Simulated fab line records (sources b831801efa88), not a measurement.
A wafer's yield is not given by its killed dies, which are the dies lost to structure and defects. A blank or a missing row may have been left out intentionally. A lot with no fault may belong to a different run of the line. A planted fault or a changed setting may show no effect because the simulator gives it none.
Shared-tool check / flow sky130 / 13 lots, 39 wafers sampled

## WHY IT WAS OPENED
2 of 13 lots carry a flag on the reading CAPM_CVD_00_THK at SKY_CAPM_THK_MEAS_01. No-fault wafers: 15.50 nm, standard deviation 0.22.
Rule: flag the lot when none of its wafers has a number, or when each of its wafers that has one lies beyond 4 standard deviations from that mean. The other lots count as sound.

lot=L330; measured=day 37 12:47; on=film-metro-04; CAPM_CVD_00_THK (nm), wafer by wafer=15.65 15.76 15.74; flag=
lot=L338; measured=day 39 14:19; on=film-metro-03; CAPM_CVD_00_THK (nm), wafer by wafer=16.82 16.81 17.12; flag=FLAGGED
lot=L340; measured=day 40 01:35; on=film-metro-03; CAPM_CVD_00_THK (nm), wafer by wafer=17.16 17.22 17.49; flag=FLAGGED
lot=L343; measured=day 41 11:11; on=film-metro-01; CAPM_CVD_00_THK (nm), wafer by wafer=15.17 15.32 15.45; flag=
lot=L344; measured=day 41 14:48; on=film-metro-04; CAPM_CVD_00_THK (nm), wafer by wafer=15.49 15.88 15.74; flag=
lot=L345; measured=day 41 20:44; on=film-metro-01; CAPM_CVD_00_THK (nm), wafer by wafer=15.26 15.34 15.78; flag=
lot=L347; measured=day 42 15:44; on=film-metro-04; CAPM_CVD_00_THK (nm), wafer by wafer=15.61 15.23 15.43; flag=
lot=L348; measured=day 43 07:46; on=film-metro-04; CAPM_CVD_00_THK (nm), wafer by wafer=15.43 15.62 15.50; flag=
lot=L351; measured=day 43 12:09; on=film-metro-04; CAPM_CVD_00_THK (nm), wafer by wafer=15.28 15.45 15.60; flag=
lot=L350; measured=day 43 13:11; on=film-metro-01; CAPM_CVD_00_THK (nm), wafer by wafer=15.55 15.82 15.81; flag=
lot=L349; measured=day 43 14:08; on=film-metro-04; CAPM_CVD_00_THK (nm), wafer by wafer=15.26 15.70 15.84; flag=
lot=L352; measured=day 43 18:47; on=film-metro-04; CAPM_CVD_00_THK (nm), wafer by wafer=15.63 15.70 15.54; flag=
lot=L353; measured=day 44 00:26; on=film-metro-04; CAPM_CVD_00_THK (nm), wafer by wafer=15.30 15.30 15.40; flag=
The numbers of the flagged lots are 17.10 nm on average: +1.60 nm against the usual, or +7 standard deviations.

## WHICH TOOL EACH LOT WENT THROUGH
The record holds 1 process step before the reading, out of a route of 708 steps. Cell contents, in order: the tool; ch with the chambers the sampled wafers went through; the start.
lot=L330; flag=; SKY_METAL3_SPUTTER_03=pvd-sputter-01, day 37 12:41
lot=L338; flag=FLAGGED; SKY_METAL3_SPUTTER_03=pvd-sputter-02, day 39 14:13
lot=L340; flag=FLAGGED; SKY_METAL3_SPUTTER_03=pvd-sputter-02, day 40 01:29
lot=L343; flag=; SKY_METAL3_SPUTTER_03=pvd-sputter-01, day 41 11:05
lot=L344; flag=; SKY_METAL3_SPUTTER_03=pvd-sputter-01, day 41 14:43
lot=L345; flag=; SKY_METAL3_SPUTTER_03=pvd-sputter-01, day 41 20:38
lot=L347; flag=; SKY_METAL3_SPUTTER_03=pvd-sputter-03, day 42 15:38
lot=L348; flag=; SKY_METAL3_SPUTTER_03=pvd-sputter-02, day 43 07:41
lot=L351; flag=; SKY_METAL3_SPUTTER_03=pvd-sputter-01, day 43 12:04
lot=L350; flag=; SKY_METAL3_SPUTTER_03=pvd-sputter-03, day 43 13:04
lot=L349; flag=; SKY_METAL3_SPUTTER_03=pvd-sputter-02, day 43 14:02
lot=L352; flag=; SKY_METAL3_SPUTTER_03=pvd-sputter-02, day 43 18:40
lot=L353; flag=; SKY_METAL3_SPUTTER_03=pvd-sputter-01, day 44 00:20
These steps, and what they do:
- SKY_METAL3_SPUTTER_03: material Ti, target thk 5 nm, time 3.3 s.
- SKY_CAPM_THK_MEAS_01

## FLAGGED OVER TOTAL, TOOL BY TOOL (the gauges that took the reading come last)
step=SKY_METAL3_SPUTTER_03; tool=pvd-sputter-01; lots run=6; flagged=0; share of the flagged lots=none; sound lots run after its first flagged lot=-
step=SKY_METAL3_SPUTTER_03; tool=pvd-sputter-02; lots run=5; flagged=2; share of the flagged lots=all; sound lots run after its first flagged lot=3 (L348,L349,L352)
step=SKY_METAL3_SPUTTER_03; tool=pvd-sputter-03; lots run=2; flagged=0; share of the flagged lots=none; sound lots run after its first flagged lot=-
step=SKY_CAPM_THK_MEAS_01; tool=film-metro-01; lots run=3; flagged=0; share of the flagged lots=none; sound lots run after its first flagged lot=-
step=SKY_CAPM_THK_MEAS_01; tool=film-metro-03; lots run=2; flagged=2; share of the flagged lots=all; sound lots run after its first flagged lot=0
step=SKY_CAPM_THK_MEAS_01; tool=film-metro-04; lots run=8; flagged=0; share of the flagged lots=none; sound lots run after its first flagged lot=-

## WHAT THE TABLE PERMITS
In 2 table rows, all flagged lots were run: pvd-sputter-02 (SKY_METAL3_SPUTTER_03), film-metro-03 (SKY_CAPM_THK_MEAS_01).
- pvd-sputter-02 at SKY_METAL3_SPUTTER_03: 2 of its 5 lots flagged. Sound lots followed the first flagged one (L348, L349, L352) on it, something a lasting fault affecting the whole tool could not allow.
- film-metro-03 at SKY_CAPM_THK_MEAS_01: 2 of its 2 lots flagged. It ran no sound lot before its first flagged lot in this sample, so the start can't be narrowed down.
Just one tool remains: film-metro-03 at SKY_CAPM_THK_MEAS_01.

## WHAT WAS PUT IN BY THE SIMULATOR
Metrology matching offset: film-metro-03, from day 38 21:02 on, at SKY_CAPM_THK_MEAS_01. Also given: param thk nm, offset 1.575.
Struck lots among those shown: L338, L340. Same finding as the rule above.
